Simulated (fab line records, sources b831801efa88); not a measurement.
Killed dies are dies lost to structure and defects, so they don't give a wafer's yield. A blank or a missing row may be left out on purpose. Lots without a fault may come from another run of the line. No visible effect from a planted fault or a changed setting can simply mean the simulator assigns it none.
What tool caused it? :: flow gf180mcu :: Sampling: 11 lots, 33 wafers, 2 of 602 route steps

## WHAT THE GAUGES SHOWED, per wafer
GF_MIM_THK_MEAS_06.
lot: L720
measured: day 24 03:15
on: filmMetro-04
MIM_CVD_05_THK (nm): 42.3 43.3 42.8

lot: L721
measured: day 24 16:35
on: filmMetro-01
MIM_CVD_05_THK (nm): 41.7 42.0 41.8

lot: L722
measured: day 25 07:38
on: filmMetro-04
MIM_CVD_05_THK (nm): 42.4 42.7 42.1

lot: L726
measured: day 26 16:35
on: filmMetro-02
MIM_CVD_05_THK (nm): 41.9 42.3 42.7

lot: L732
measured: day 28 20:41
on: filmMetro-02
MIM_CVD_05_THK (nm): 41.7 42.0 42.6

lot: L735
measured: day 29 19:30
on: filmMetro-04
MIM_CVD_05_THK (nm): 40.8 41.7 41.2

lot: L736
measured: day 29 23:53
on: filmMetro-04
MIM_CVD_05_THK (nm): 41.9 42.3 41.6

lot: L738
measured: day 30 04:34
on: filmMetro-02
MIM_CVD_05_THK (nm): 41.4 42.7 43.3

lot: L739
measured: day 30 13:58
on: filmMetro-01
MIM_CVD_05_THK (nm): 41.8 41.8 41.7

lot: L741
measured: day 31 03:50
on: filmMetro-02
MIM_CVD_05_THK (nm): 41.9 42.7 44.3

lot: L743
measured: day 31 16:52
on: filmMetro-01
MIM_CVD_05_THK (nm): 41.9 42.3 42.4

## WHAT TOOL EACH LOT RAN ON (gives the tool, then ch and the chambers of the sampled wafers, and finally the start)
lot: L720
GF_MIM_SPUTTER_01: pvdSputter-02, day 24 03:05

lot: L721
GF_MIM_SPUTTER_01: pvdSputter-03, day 24 16:25

lot: L722
GF_MIM_SPUTTER_01: pvdSputter-04, day 25 07:28

lot: L726
GF_MIM_SPUTTER_01: pvdSputter-03, day 26 16:25

lot: L732
GF_MIM_SPUTTER_01: pvdSputter-04, day 28 20:31

lot: L735
GF_MIM_SPUTTER_01: pvdSputter-03, day 29 19:21

lot: L736
GF_MIM_SPUTTER_01: pvdSputter-03, day 29 23:42

lot: L738
GF_MIM_SPUTTER_01: pvdSputter-03, day 30 04:25

lot: L739
GF_MIM_SPUTTER_01: pvdSputter-03, day 30 13:49

lot: L741
GF_MIM_SPUTTER_01: pvdSputter-03, day 31 03:40

lot: L743
GF_MIM_SPUTTER_01: pvdSputter-04, day 31 16:43
- GF_MIM_SPUTTER_01: material TiN, target thk 30 nm, time 25 s.

## THE ANSWER, worked out from the rows above alone
Rule: the lots themselves supply what counts as usual. Put in order of their means at a reading, lots are off if they are a third of the lots or fewer, leave a main group of 4 or more, and stand apart from it by a gap of 3 or more times the standard deviation of the main group's means; of several such gaps the widest counts. A main group whose means are all the same, to the digits that the tables above print for the reading, isn't used. Also off: a lot with no number at a reading for which 4 or more lots have one. Any other lot the step has rows for is counted as sound.
Across all readings shown, no lot is off: no conclusion can be drawn from this.

## WHAT THE SIMULATOR HAD INSERTED
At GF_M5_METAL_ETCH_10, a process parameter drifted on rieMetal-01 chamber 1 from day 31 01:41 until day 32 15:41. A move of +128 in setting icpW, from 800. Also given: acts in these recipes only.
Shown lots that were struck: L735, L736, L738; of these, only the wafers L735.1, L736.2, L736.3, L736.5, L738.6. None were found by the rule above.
